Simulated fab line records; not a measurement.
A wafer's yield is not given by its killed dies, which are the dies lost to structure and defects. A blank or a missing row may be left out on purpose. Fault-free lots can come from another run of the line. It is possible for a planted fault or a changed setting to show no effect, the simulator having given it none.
A lot that was struck, set against a sound lot + flow sky130 + 31 steps out of a route of 708
Sound: wafers L771.2, L771.3, L771.4. Struck: wafer L768.4; the same lot's L768.2 was not struck, so it is left out; see the end for the cause.
Per side, at each step with rows, come the tool, then ch with its chambers, and then its first start. Under that, the readings that differ: sound wafers + struck wafers + difference of the means + sigmas: that difference in standard deviations of wafers without a fault.
alike: a reading whose means differ by less than 2 such deviations, as well as words and numbers matching on both sides. not compared: withheld readings; readings where some wafer has no value; bounds like >300 that might hide an equal value; numbers whose values overlap and for which the record gives no deviation.
The two part at a step that has a row with sigmas, a row that says differs or no value, or rows on one side only. Numbers that have no deviation but don't overlap get no sigmas and don't part them. Lack of a reading on every wafer of one side parts them only where that side has two or more wafers.

SKY_PWDE_OVL_MEAS_07:
  sound: overlay-02 at day 9 12:28; struck: overlay-01 at day 8 10:43
  alike: PWDE_OVL
after that, 1 step had no rows for these wafers: SKY_PWDE_IMPLANT_08.
SKY_PWDE_STRIP_09: strips in O2/N2.
  sound on plasma_asher-01 ch 0,1, day 9 12:38; struck on plasma_asher-01 ch 0, day 8 10:54
| reading                      | sound             | struck | difference | sigmas |
|------------------------------|-------------------|--------|------------|--------|
| strip_time_to_endpoint_s (s) | 36.78 36.67 36.78 | 36.95  | +0.21      | +2     |
  alike: drypump_motor_current_A, oes_product_au
  not compared: rf_hours_counter_h
SKY_PWDE_TW_MEAS_10:
  sound: film_metro-01 at day 9 12:45; struck: film_metro-02 at day 8 11:01
| reading | sound       | struck | difference | sigmas |
|---------|-------------|--------|------------|--------|
| PWDE_TW | 372 373 376 | 381    | +7         | +2     |
then, 7 steps without rows for these wafers: SKY_NWELL_DEHYDRATE_03 (time 60 s); SKY_NWELL_HMDS_04 (prime time 60 s); SKY_NWELL_COAT_05 (resist thk 3000 nm); SKY_NWELL_SOFTBAKE_06; SKY_NWELL_EXPOSE_07 (exposes mask NWM, target cd 840 nm); SKY_NWELL_PEB_08; SKY_NWELL_DEVELOP_09 (develop time 60 s).
SKY_NWELL_OVL_MEAS_10:
  sound: overlay-02 at day 10 10:10; struck: overlay-02 at day 9 10:01
| reading           | sound       | struck | difference | sigmas |
|-------------------|-------------|--------|------------|--------|
| NWELL_00_OVL (nm) | 3.1 1.5 1.9 | -1.3   | -3.5       | -2     |
SKY_NWELL_IMPLANT_11:
  sound on implanter-02 ch 0, day 10 10:13; struck on implanter-03 ch 0, day 9 10:04
then, 2 steps without rows for these wafers: SKY_NWELL_IMPLANT_12; SKY_NWELL_IMPLANT_13.
SKY_NWELL_STRIP_14: strips in O2/N2.
  sound on plasma_asher-04 ch 0,1, day 10 10:38; struck on plasma_asher-02 ch 1, day 9 10:29
  alike: drypump_motor_current_A, oes_product_au, strip_time_to_endpoint_s
  not compared: rf_hours_counter_h
SKY_NWELL_TW_MEAS_15:
  sound: film_metro-01 at day 10 10:45; struck: film_metro-03 at day 9 10:50
| reading  | sound          | struck | difference | sigmas |
|----------|----------------|--------|------------|--------|
| NWELL_TW | 1822 1825 1827 | 1714   | -111       | -7     |
  not compared: hold
then, 6 steps without rows for these wafers: SKY_NWELL_HMDS_17 (prime time 60 s); SKY_NWELL_COAT_18 (resist thk 3000 nm); SKY_NWELL_SOFTBAKE_19; SKY_NWELL_EXPOSE_20 (exposes mask NWM COMPLEMENT, target cd 840 nm); SKY_NWELL_PEB_21; SKY_NWELL_DEVELOP_22 (develop time 60 s).
SKY_NWELL_OVL_MEAS_23:
  sound: overlay-01 at day 11 11:25; struck: overlay-02 at day 10 08:07
| reading           | sound          | struck | difference | sigmas |
|-------------------|----------------|--------|------------|--------|
| NWELL_01_OVL (nm) | -5.8 -3.4 -4.6 | 2.5    | +7.1       | +4     |
after that, 1 step had no rows for these wafers: SKY_NWELL_IMPLANT_24.
SKY_NWELL_STRIP_25: strips in O2/N2.
  sound on plasma_asher-01 ch 0,1, day 11 11:35; struck on plasma_asher-02 ch 0, day 10 08:17
| reading               | sound             | struck | difference | sigmas |
|-----------------------|-------------------|--------|------------|--------|
| oes_product_au (a.u.) | 0.725 0.721 0.717 | 0.732  | +0.011     | +2     |
  alike: drypump_motor_current_A, strip_time_to_endpoint_s
  not compared: rf_hours_counter_h
SKY_NWELL_TW_MEAS_26:
  sound: film_metro-02 at day 11 11:42; struck: film_metro-01 at day 10 08:24
  alike: NWELL_2_TW
then, 1 step without rows for these wafers: SKY_NWELL_CLEAN_27 (cleans in SC1/SC2, time 150 s).
SKY_NWELL_RTA_28: time 30 s.
  sound on rtp_anneal-02 ch 0, day 11 11:49; struck on rtp_anneal-02 ch 0, day 10 08:32
| reading            | sound             | struck | difference | sigmas |
|--------------------|-------------------|--------|------------|--------|
| lamp_power_pct (%) | 25.28 25.29 25.33 | 25.18  | -0.12      | -2     |
  alike: wafer_temp_C_max
SKY_NWELL_RS_MEAS_29: the measuring method here is four-point-probe.
  sound: film_metro-01 at day 11 11:55; struck: film_metro-03 at day 10 09:05
| reading           | sound             | struck | difference | sigmas |
|-------------------|-------------------|--------|------------|--------|
| NWELL_RS (ohm/sq) | 628.7 627.1 626.9 | 675.3  | +47.7      | +30    |
  not compared: hold
-- the record jumps here: 40 days lie between the struck wafers' starts before and after (it left off in module NWELL and takes up again in module PAD_OPEN, whose first step shown is number 708 of the route) --
SKY_PAD_OPEN_PROBE_99:
  sound: prober-01 at day 51 08:53; struck: prober-02 at day 50 10:50
| reading                                         | sound                         | struck    | difference | sigmas |
|-------------------------------------------------|-------------------------------|-----------|------------|--------|
| killed_at_M0_to_M3                              | 40 50 46                      | 25        | -20        | -3     |
| killed_dies                                     | 84 85 91                      | 67        | -20        | -2     |
| killed_short                                    | 41 46 44                      | 29        | -15        | -2     |
| model.etest.nfet_16v.r_on_ohm_um                | 1.438e+04 1.424e+04 1.426e+04 | 1.574e+04 | +1.447e+03 |        |
| model.etest.pfet_16v.r_on_ohm_um                | 1.497e+04 1.487e+04 1.496e+04 | 1.461e+04 | -3.233e+02 |        |
| model.etest.res_nwell.line_ohm_um               | 1119 1092 1107                | 1272      | +166       |        |
| model.etest.res_nwell.rs_ohm_sq                 | 934.5 917.5 922.5             | 1037      | +112       |        |
| model.etest.res_nwell.rs_ohm_sq_range           | 24.58 15.43 16.77             | 147.3     | +128.4     |        |
| model.etest.res_nwell.rs_ohm_sq_rim_less_centre | -8.951 0.07485 -3.106         | -70.25    | -66.26     |        |
| model.etest.tip_p_5v.rs_ohm_sq                  | 2837 2834 2858                | 2792      | -51        |        |
| model.etest.res_nwell.width_nm (nm)             | 827.9 833 830.8               | 817.4     | -13.2      |        |
  alike: killed_at_M4_up, killed_at_contacts, killed_at_front_end, killed_at_other, killed_open

WHERE THEY PART
First at SKY_PWDE_STRIP_09; last, within this record, at SKY_PAD_OPEN_PROBE_99.

WHY: what the simulator had put in
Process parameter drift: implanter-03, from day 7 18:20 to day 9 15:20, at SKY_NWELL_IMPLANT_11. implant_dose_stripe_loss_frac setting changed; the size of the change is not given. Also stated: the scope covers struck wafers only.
